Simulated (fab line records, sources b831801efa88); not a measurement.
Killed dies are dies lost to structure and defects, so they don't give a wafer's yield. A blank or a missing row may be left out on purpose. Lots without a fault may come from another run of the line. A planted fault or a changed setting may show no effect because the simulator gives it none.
Which tool did it? | flow gf180mcu | 6 lots, 18 wafers sampled, at 2 steps of a route of 602

WHAT THE GAUGES READ, wafer by wafer
GF_DUAL_GATE_OVL_MEAS_11.
lot  | measured     | on         | DUAL_GATE_OVL (nm)
L531 | day 8 22:27  | overlay-02 | 0.8 -0.1 2.4
L533 | day 9 08:59  | overlay-01 | -0.6 -3.3 0.1
L536 | day 10 09:25 | overlay-02 | 0.4 -1.2 0.0
L540 | day 11 12:33 | overlay-01 | 1.1 1.7 1.1
L542 | day 12 01:35 | overlay-02 | -2.2 -1.6 -1.1
L551 | day 14 19:56 | overlay-01 | -0.1 -1.4 0.1

WHICH TOOL RAN EACH LOT (tool, then ch and the chambers of the sampled wafers, then the start)
lot  | GF_DUAL_GATE_EXPOSE_08
L531 | iline_stepper-01 ch 0, day 8 14:39
L533 | iline_stepper-02 ch 0, day 9 00:27
L536 | iline_stepper-01 ch 0, day 10 00:43
L540 | iline_stepper-02 ch 0, day 11 03:14
L542 | iline_stepper-01 ch 0, day 11 16:20
L551 | iline_stepper-01 ch 0, day 14 09:56
- GF_DUAL_GATE_EXPOSE_08: exposes mask Dualgate, target cd 700 nm.

THE ANSWER, worked out from the rows above alone
Rule: what is usual is taken from the lots themselves. Put in order of their means at a reading, lots are off if they are a third of the lots or fewer, leave a main group of 4 or more, and stand apart from it by a gap of 3 or more times the standard deviation of the main group's means; of several such gaps the widest counts. A main group whose means are all the same, to the digits that the tables above print for the reading, isn't used. A lot without any number at a reading at which 4 lots or more have one is off too. The other lots that the step has rows for count as sound.
No lot is off at any reading shown: from this, nothing can be told.

WHAT THE SIMULATOR HAD PUT IN
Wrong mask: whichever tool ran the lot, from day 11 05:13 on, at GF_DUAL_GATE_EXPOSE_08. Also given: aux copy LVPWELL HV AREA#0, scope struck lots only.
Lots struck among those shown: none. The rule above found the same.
